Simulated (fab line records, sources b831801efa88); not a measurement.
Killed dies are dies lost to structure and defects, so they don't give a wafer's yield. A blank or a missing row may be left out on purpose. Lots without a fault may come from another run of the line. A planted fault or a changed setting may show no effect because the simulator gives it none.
One fault seen from 2 desks | flow gf180mcu | each desk has only its own numbers; what lay behind them comes last

THE TOOL OWNER'S DESK: implanter-04
The tool's own readings at GF_VT_IMPLANT_IMPLANT_41: means of the sampled wafers that have a number, for each lot that ran on this tool. A lot is out of limits, marked OUT, if its mean lies more than 4 standard deviations from the usual mean; the brackets give that distance.
Columns: A = beam_energy_keV at GF_VT_IMPLANT_IMPLANT_41, usual 70.004; B = dose_ions_cm2 at GF_VT_IMPLANT_IMPLANT_41, usual 1.0132e+12; C = faraday_current_uA at GF_VT_IMPLANT_IMPLANT_41, usual 5.74
lot  | first seen here | A      | B                            | C
L727 | day 7 12:58     | 69.989 | 1.0127e+12                   | 5.74
L729 | day 8 02:59     | 70.021 | 1.0131e+12                   | 5.71
L731 | day 8 17:39     | 70.006 | 1.0145e+12                   | 5.74
L737 | day 10 13:01    | 69.986 | 7.4453e+11 (-99 or more) OUT | 4.20 (-13) OUT
L739 | day 10 23:17    | 70.002 | 7.4493e+11 (-99 or more) OUT | 4.18 (-13) OUT
L741 | day 11 14:09    | 70.008 | 7.4393e+11 (-99 or more) OUT | 4.18 (-13) OUT
L749 | day 13 18:12    | 70.000 | 1.0128e+12                   | 5.70
This desk's finding: out of limits on L737, L739, L741; first on L737, day 10 13:01 (dose_ions_cm2 at GF_VT_IMPLANT_IMPLANT_41). In limits: L727, L729, L731, L749.

THE METROLOGY DESK
What the gauges read, lot by lot, whatever tool the lot ran on: means of the sampled wafers that have a number. A lot is out of limits, marked OUT, if its mean lies more than 4 standard deviations from the usual mean; the brackets give that distance.
Columns: A = VT_IMPLANT_4_TW at GF_VT_IMPLANT_TW_MEAS_43, usual 690
lot  | first seen here | A
L727 | day 7 13:13     | 681
L729 | day 8 03:14     | 685
L728 | day 8 04:31     | 700
L730 | day 8 10:37     | 688
L731 | day 8 17:54     | 700
L733 | day 9 07:52     | 686
L734 | day 9 15:50     | 697
L737 | day 10 13:13    | 633 (-8.6) OUT
L739 | day 10 23:32    | 619 (-11) OUT
L741 | day 11 14:22    | 624 (-10) OUT
L745 | day 12 14:37    | 691
L746 | day 12 21:38    | 690
L748 | day 13 09:43    | 686
L749 | day 13 18:27    | 698
L750 | day 14 03:44    | 680
This desk's finding: out of limits on L737, L739, L741; first on L737, day 10 13:13 (VT_IMPLANT_4_TW at GF_VT_IMPLANT_TW_MEAS_43). In limits: L727, L729, L728, L730, L731, L733, L734, L745, L746, L748, L749, L750.

PUT TOGETHER
The tool owner's desk could have raised an alarm at day 10 13:01, on L737, L739, L741.
The metrology desk could have raised an alarm at day 10 13:13, on L737, L739, L741.
Of the lots named, all ran GF_VT_IMPLANT_IMPLANT_41 on implanter-04.

WHAT THE SIMULATOR HAD PUT IN
Process parameter drift: implanter-04, from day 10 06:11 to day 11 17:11, at GF_VT_IMPLANT_IMPLANT_41. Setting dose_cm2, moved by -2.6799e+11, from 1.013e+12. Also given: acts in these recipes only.
Lots struck among those shown: L737, L739, L741.
Hours from the fault's start to each desk's first reading out of limits: the tool owner's desk, 7; the metrology desk, 7.
